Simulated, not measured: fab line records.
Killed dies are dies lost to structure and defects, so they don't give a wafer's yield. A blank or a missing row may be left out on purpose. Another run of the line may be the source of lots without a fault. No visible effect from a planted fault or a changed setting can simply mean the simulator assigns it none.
Which tool was responsible?	flow gf180mcu	12 lots with 34 wafers sampled at 6 steps, on a route of 602 steps

## WHAT EACH GAUGE READ, for each wafer
GF_TOP_METAL_RS_MEAS_05: the measuring method here is four-point-probe.
lot	measured	on	TOP_METAL_ALCU_RS (ohm/sq)
L578	day 27 11:05	film metro-02	0.0332 0.0330 0.0331
L581	day 28 07:06	film metro-03	0.0329 0.0325 0.0328
L582	day 28 18:22	film metro-03	0.0329 0.0332 0.0333
L583	day 29 01:42	film metro-04	0.0332 0.0338 0.0336
L584	day 29 08:09	film metro-04	0.0329 0.0329 0.0330
L587	day 30 07:15	film metro-02	0.0332 0.0545 0.0334
L590	day 31 12:43	film metro-04	0.0330 0.0331 0.0330
L591	day 32 02:22	film metro-04	0.0514 0.0325
L593	day 32 00:51	film metro-02	0.0536 0.0528
L595	day 32 12:52	film metro-03	0.0324 0.0324 0.0327
L596	day 32 17:30	film metro-02	0.0325 0.0329 0.0331
L600	day 33 11:31	film metro-04	0.0331 0.0327 0.0333

GF_TOP_METAL_THK_MEAS_06: measures by xrf.
lot	measured	on	TOP_METAL_ALCU_THK (nm)
L578	day 27 11:12	film metro-02	905 914 903
L581	day 28 07:13	film metro-03	912 924 914
L582	day 28 18:29	film metro-03	911 906 901
L583	day 29 01:49	film metro-04	889 880 884
L584	day 29 08:16	film metro-04	903 902 896
L587	day 30 07:22	film metro-02	905 557 906
L590	day 31 12:50	film metro-04	903 903 900
L591	day 32 02:29	film metro-04	573 912
L593	day 32 00:58	film metro-02	569 577
L595	day 32 12:59	film metro-03	922 920 916
L596	day 32 17:37	film metro-02	934 922 915
L600	day 33 11:38	film metro-04	899 908 896

GF_PASSIVATION_THK_MEAS_03.
lot	measured	on	PASSIVATION_CVD_02_THK (nm)
L578	day 28 09:11	film metro-01	686 692 695
L581	day 29 04:01	film metro-01	695 686 693
L582	day 29 14:41	film metro-01	689 694 704
L583	day 29 21:01	film metro-02	688 680 695
L584	day 30 04:01	film metro-02	697 709 706
L587	day 31 02:11	film metro-02	694 689 715
L590	day 32 06:15	film metro-04	688 699 701
L591	day 32 19:59	film metro-04	682 704
L593	day 32 18:30	film metro-02	707 692
L595	day 33 06:11	film metro-04	693 690 693
L596	day 33 10:50	film metro-02	690 698 693
L600	day 34 04:18	film metro-04	701 700 709

## WHICH TOOL RAN EACH LOT (tool, then ch and the chambers of the sampled wafers, then the start)
lot	GF_MIM_SPUTTER_07	GF_V5_CVD_02	GF_TOP_METAL_SPUTTER_02
L578	pvd sputter-02, day 24 14:50	pecvd-01 ch 0,1,2, day 26 12:04	pvd sputter-01, day 27 10:59
L581	pvd sputter-04, day 25 12:07	pecvd-03 ch 1,2, day 27 08:13	pvd sputter-01, day 28 07:01
L582	pvd sputter-02, day 26 01:28	pecvd-02 ch 1,2, day 27 20:35	pvd sputter-01, day 28 18:16
L583	pvd sputter-01, day 26 09:43	pecvd-02 ch 0,1, day 28 03:54	pvd sputter-01, day 29 01:37
L584	pvd sputter-04, day 26 15:56	pecvd-02 ch 0,1,2, day 28 10:20	pvd sputter-01, day 29 08:02
L587	pvd sputter-01, day 27 17:37	pecvd-02 ch 0,2, day 29 10:32	pvd sputter-01, day 30 07:10
L590	pvd sputter-02, day 29 02:46	pecvd-03 ch 0,2, day 30 17:13	pvd sputter-02, day 31 12:37
L591	pvd sputter-04, day 29 02:53	pecvd-01 ch 0, day 30 17:34	pvd sputter-01, day 32 02:16
L593	pvd sputter-02, day 29 16:44	pecvd-01 ch 1,2, day 31 04:55	pvd sputter-01, day 32 00:44
L595	pvd sputter-04, day 30 04:30	pecvd-02 ch 0,1, day 31 17:50	pvd sputter-03, day 32 12:47
L596	pvd sputter-01, day 30 09:47	pecvd-02 ch 0,1,2, day 31 22:22	pvd sputter-02, day 32 17:25
L600	pvd sputter-01, day 31 06:25	pecvd-01 ch 0,2, day 32 17:25	pvd sputter-02, day 33 11:25
- GF_MIM_SPUTTER_07: material TiN, target thk 60 nm, time 50 s.
- GF_V5_CVD_02: deposits SiO2 from TEOS, target thk 1450 nm, time 163.28 s.
- GF_TOP_METAL_SPUTTER_02: material AlCu, target thk 900 nm, time 47.82 s.

## AS READ BY THE TOOLS THEMSELVES (means over the sampled wafers that have a number; for cases with no such wafer, the mark the record gives instead)
GF_MIM_SPUTTER_07.
lot	tool	throttle valve pct (%)
L578	pvd sputter-02	30.2
L581	pvd sputter-04	30.9
L582	pvd sputter-02	30.1
L583	pvd sputter-01	29.8
L584	pvd sputter-04	31.5
L587	pvd sputter-01	29.8
L590	pvd sputter-02	29.5
L591	pvd sputter-04	30.7
L593	pvd sputter-02	31.1
L595	pvd sputter-04	30.8
L596	pvd sputter-01	29.9
L600	pvd sputter-01	29.9

GF_V5_CVD_02.
lot	tool	heater power w (W)
L578	pecvd-01	557
L581	pecvd-03	491
L582	pecvd-02	674
L583	pecvd-02	704
L584	pecvd-02	715
L587	pecvd-02	662
L590	pecvd-03	721
L591	pecvd-01	630
L593	pecvd-01	452
L595	pecvd-02	750
L596	pecvd-02	697
L600	pecvd-01	607

GF_TOP_METAL_SPUTTER_02.
lot	tool	throttle valve pct (%)
L578	pvd sputter-01	29.7
L581	pvd sputter-01	29.6
L582	pvd sputter-01	29.8
L583	pvd sputter-01	30.0
L584	pvd sputter-01	29.7
L587	pvd sputter-01	29.3
L590	pvd sputter-02	29.4
L591	pvd sputter-01	28.9
L593	pvd sputter-01	28.8
L595	pvd sputter-03	30.4
L596	pvd sputter-02	30.7
L600	pvd sputter-02	30.9

## THE ANSWER, worked out from the rows above alone
Rule: usual is defined by the lots themselves. Put in order of their means at a reading, lots are off if they are a third of the lots or fewer, leave a main group of 4 or more, and stand apart from it by a gap of 3 or more times the standard deviation of the main group's means; of several such gaps the widest counts. Not used: any main group whose means are identical at the precision the tables above print for the reading. A lot without any number at a reading at which 4 lots or more have one is off too. Where the step has rows for the other lots, those lots are counted as sound. First the gauges in route order, then the tools' own readings, where a lot's mean is used as printed above. The first step at which some lot is off is used, and at that step the reading that is off furthest; a lot without a number counts as furthest.
Off: at GF_TOP_METAL_RS_MEAS_05 (TOP_METAL_ALCU_RS), L587, L591, L593. Mean 0.0330 ohm/sq and standard deviation 0.00027 in the main group.
If a tool, at a process step before that reading, ran all the lots that are off and no sound lot after the first of them, it fits. Those tools and the gauges at GF_TOP_METAL_RS_MEAS_05 are tried in the same way. One fits: pvd sputter-01 at GF_TOP_METAL_SPUTTER_02. A fault onset in the window from L584 (day 29 08:02, its last sound lot) to L587 (day 30 07:10, its first lot off) fits.

## WHAT HAD BEEN PUT IN BY THE SIMULATOR
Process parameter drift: pvd sputter-01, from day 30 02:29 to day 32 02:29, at GF_TOP_METAL_SPUTTER_02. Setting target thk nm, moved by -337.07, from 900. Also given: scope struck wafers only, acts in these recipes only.
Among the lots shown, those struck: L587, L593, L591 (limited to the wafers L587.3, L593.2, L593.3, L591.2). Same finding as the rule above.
